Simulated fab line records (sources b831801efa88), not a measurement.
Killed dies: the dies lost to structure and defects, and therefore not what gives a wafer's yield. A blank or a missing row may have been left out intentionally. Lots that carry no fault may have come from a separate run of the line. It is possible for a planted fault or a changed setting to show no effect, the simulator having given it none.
Chamber matching :: flow gf180mcu :: cmp-01 running GF_V4_CMP_04: 4 sister chambers
The step polishes SiO2. 14 wafers are shown with their chamber, then 7 later ones without.

== WAFERS, EACH WITH ITS CHAMBER ==
wafer: L280.1
chamber: 1
motor_current_A (A): 12.5
time_to_endpoint_s (s): 86

wafer: L280.3
chamber: 2
motor_current_A (A): 13.0
time_to_endpoint_s (s): 86

wafer: L280.4
chamber: 0
motor_current_A (A): 11.9
time_to_endpoint_s (s): 100

wafer: L284.1
chamber: 3
motor_current_A (A): 12.9
time_to_endpoint_s (s): 84

wafer: L284.4
chamber: 0
motor_current_A (A): 11.8
time_to_endpoint_s (s): 92

wafer: L284.6
chamber: 0
motor_current_A (A): 11.9
time_to_endpoint_s (s): 89

wafer: L285.2
chamber: 0
motor_current_A (A): 12.0
time_to_endpoint_s (s): 84

wafer: L285.3
chamber: 1
motor_current_A (A): 11.6
time_to_endpoint_s (s): 78

wafer: L285.6
chamber: 1
motor_current_A (A): 12.2
time_to_endpoint_s (s): 82

wafer: L288.4
chamber: 1
motor_current_A (A): 11.9
time_to_endpoint_s (s): 85

wafer: L288.5
chamber: 1
motor_current_A (A): 11.4
time_to_endpoint_s (s): 84

wafer: L288.6
chamber: 2
motor_current_A (A): 12.1
time_to_endpoint_s (s): 87

wafer: L289.4
chamber: 0
motor_current_A (A): 11.8
time_to_endpoint_s (s): 88

wafer: L289.5
chamber: 1
motor_current_A (A): 11.8
time_to_endpoint_s (s): 86

SIGNATURES (means of the wafers above)
reading: motor_current_A
chamber 0: 11.880
chamber 1: 11.900
chamber 2: 12.550
chamber 3: 12.900
scatter within a chamber: 0.351

reading: time_to_endpoint_s
chamber 0: 90.60
chamber 1: 83.50
chamber 2: 86.50
chamber 3: 84.00
scatter within a chamber: 4.37
Rule: a wafer's distance from a chamber is the root of the sum, over the readings, of the square of ((its reading less the chamber's mean) divided by the reading's scatter). If the next closest chamber is less than 2 further off than the closest, the wafer can't be placed; otherwise it belongs to the closest. How the scatter is found: for the shown wafers, subtract from each reading the mean of its chamber, square and add these, divide the total by (wafers less chambers), then take the root.

== WAFERS WITH NO CHAMBER GIVEN ==
wafer: L289.6
motor_current_A (A): 12.6
time_to_endpoint_s (s): 83

wafer: L298.1
motor_current_A (A): 11.7
time_to_endpoint_s (s): 85

wafer: L298.5
motor_current_A (A): 11.9
time_to_endpoint_s (s): 87

wafer: L298.6
motor_current_A (A): 12.0
time_to_endpoint_s (s): 87

wafer: L300.3
motor_current_A (A): 12.5
time_to_endpoint_s (s): 82

wafer: L300.5
motor_current_A (A): 12.6
time_to_endpoint_s (s): 88

wafer: L300.6
motor_current_A (A): 13.5
time_to_endpoint_s (s): 82

== EACH ONE'S CHAMBER ==
wafer: L289.6
from the rows above: can't be placed: 2 or 3 or 1 or 0
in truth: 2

wafer: L298.1
from the rows above: can't be placed: 1 or 0 or 2
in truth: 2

wafer: L298.5
from the rows above: can't be placed: 1 or 0 or 2
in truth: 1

wafer: L298.6
from the rows above: can't be placed: 1 or 0 or 2 or 3
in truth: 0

wafer: L300.3
from the rows above: can't be placed: 2 or 3 or 1 or 0
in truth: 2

wafer: L300.5
from the rows above: can't be placed: 2 or 3 or 0 or 1
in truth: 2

wafer: L300.6
from the rows above: can't be placed: 3 or 2
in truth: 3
Placed correctly: 0 of 7. Can't be placed from these rows: 7 (the true chamber is among the candidates in 7). Wrongly placed: 0.
